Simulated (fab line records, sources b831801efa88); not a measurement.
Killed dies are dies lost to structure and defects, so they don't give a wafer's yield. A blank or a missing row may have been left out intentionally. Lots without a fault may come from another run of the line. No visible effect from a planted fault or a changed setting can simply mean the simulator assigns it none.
Chamber matching	flow gf180mcu	pecvd-01 running GF_CONTACT_CVD_02: 3 sister chambers
The step deposits SiO2 from TEOS, target thk 860 nm, time 95.992 s. 14 wafers are shown with their chamber, then 7 later ones without.

WAFERS WITH THEIR CHAMBER
wafer	chamber	rfFwdPowerW (W)	heaterPowerW (W)
L306.2	0	590.7	615
L306.3	1	598.7	672
L306.5	1	595.8	526
L305.2	2	595.5	619
L305.3	0	596.1	631
L305.5	0	596.3	670
L313.1	1	594.9	626
L313.4	0	593.8	649
L313.5	1	598.0	523
L318.2	1	597.6	658
L318.4	1	596.9	640
L318.6	0	593.8	650
L321.3	0	597.0	622
L321.5	1	597.1	639

SIGNATURES, as means of the wafers listed above
reading	chamber 0	chamber 1	chamber 2	scatter within a chamber
rfFwdPowerW	594.617	597.000	595.500	1.85
heaterPowerW	639.50	612.00	619.00	47.5
Rule: a wafer lies at a distance from a chamber equal to the root of the sum of squares, over the readings, of (its reading less the chamber's mean, divided by the reading's scatter). The wafer belongs to the nearest chamber; if the next one is less than 2 further off, it can't be placed. The scatter is the square root of a quotient: the sum, over the shown wafers, of each reading's squared deviation from its chamber's mean, divided by wafers minus chambers.

WAFERS MISSING THEIR CHAMBER
wafer	rfFwdPowerW (W)	heaterPowerW (W)
L321.6	596.6	571
L324.1	599.2	658
L324.3	595.6	724
L324.5	595.1	584
L323.1	597.1	517
L323.3	597.7	577
L323.5	596.3	750

THE CHAMBER EACH PASSED THROUGH
wafer	from the rows above	in truth
L321.6	can't be placed: 1 or 2 or 0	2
L324.1	can't be placed: 1 or 2 or 0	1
L324.3	can't be placed: 0 or 2 or 1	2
L324.5	can't be placed: 2 or 1 or 0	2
L323.1	can't be placed: 1 or 2 or 0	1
L323.3	can't be placed: 1 or 2 or 0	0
L323.5	can't be placed: 0 or 2 or 1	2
Placed correctly: 0 of 7. Not placeable from these rows: 7 (in 7, the candidates include the true chamber). Wrongly placed: 0.
